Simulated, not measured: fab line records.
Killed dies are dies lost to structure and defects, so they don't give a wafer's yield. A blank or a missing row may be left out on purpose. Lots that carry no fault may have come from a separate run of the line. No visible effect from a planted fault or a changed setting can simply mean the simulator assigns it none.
Problem report, 8D (eight disciplines) form, completed by code	flow sky130	the parts of the form that need people (team, actions taken, sign-off) are left out

== 1. THE ISSUE ==
At SKY_PAD_OPEN_PROBE_99, killed_at_front_end averages 417 over 6 wafers from 2 lots, while fault-free wafers read 15, standard deviation 4.2. That is +96 standard deviations from the usual mean.
Seen first at day 48 11:40 on prober-02, wafer L785.2. Wafers with a number at this step in the record: 36, from 12 lots. By rule, "out" or "out of limits" means more than 4 standard deviations away from the usual mean. The rest of the wafers with a number are treated as sound.

== 2. WHAT IT IS AND WHAT IT IS NOT ==
question	is	is not
which readings at this step	killed_at_front_end, killed_dies, killed_on_rim	killed_at_M0_to_M3, killed_at_M4_up, killed_at_contacts, killed_open
which lots	L785, L787	L776, L777, L778, L788, L789, L790, L791, L793, L797, L798
which wafers of those lots	all that have a number	-
read on which tools	prober-01, prober-02	-
when	from day 48 11:40	up to then (9 sound wafers); but 21 sound wafers of L788, L789, L790, L791, L793, L797, L798 came after

== 3. THE SUSPECTS, EACH WITH WHAT RULES IT OUT ==
Counting: a tool stays on the suspect list if, at a process step up to the reading, it processed all lots that are out and no sound lot following the first of them.
- plasma_asher-03 at SKY_POLY_CUT_STRIP_12 (strips in O2/N2): ruled out as a lasting fault. The sound lots L789, L790, L791, L793, L797 went through it after L785, its earliest lot that is out (day 28 01:05).
Left after counting: nothing in the record.

== 4. THE CAUSE (what the simulator had put in) ==
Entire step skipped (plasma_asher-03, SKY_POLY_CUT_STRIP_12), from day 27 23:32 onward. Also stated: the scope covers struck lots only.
Counting ruled it out, wrongly: the rule takes a fault to strike every lot that its tool runs from its start on, and this one did not.

== 5. THE EFFECT CHAIN, in route order ==
One row per reading whose mean, taken over the struck wafers that have a number, lies over 3 standard deviations from the usual. Only readings for which the record gives a usual standard deviation are gone through. hours: the time from each lot's start at the first step in this table that gives one to its start at this step, as a median over the lots. sigmas: the change in usual standard deviations.
hours	step	reading	usual	on struck wafers	change	sigmas
0	SKY_PAD_OPEN_PROBE_99	killed_at_front_end	15	417	+402	+96
0	SKY_PAD_OPEN_PROBE_99	killed_dies	85	492	+407	+47
0	SKY_PAD_OPEN_PROBE_99	killed_on_rim	17	96	+79	+21
Its process steps:
- SKY_PAD_OPEN_PROBE_99
Readings that are blank on the struck wafers while sound wafers have them: chamber_pressure_mTorr at SKY_POLY_CUT_STRIP_12; drypump_motor_current_A at SKY_POLY_CUT_STRIP_12; oes_product_au at SKY_POLY_CUT_STRIP_12; strip_time_to_endpoint_s at SKY_POLY_CUT_STRIP_12.

== 6. WHAT WOULD HAVE CAUGHT IT SOONER ==
First out-of-limits reading in this record: day 48 11:40, which is 492 hours after fault onset at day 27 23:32.
At SKY_POLY_CUT_STRIP_12 the tool's readings are blank on the struck wafers, where sound wafers have them: an empty tool record is the first sign, and it was there at once.
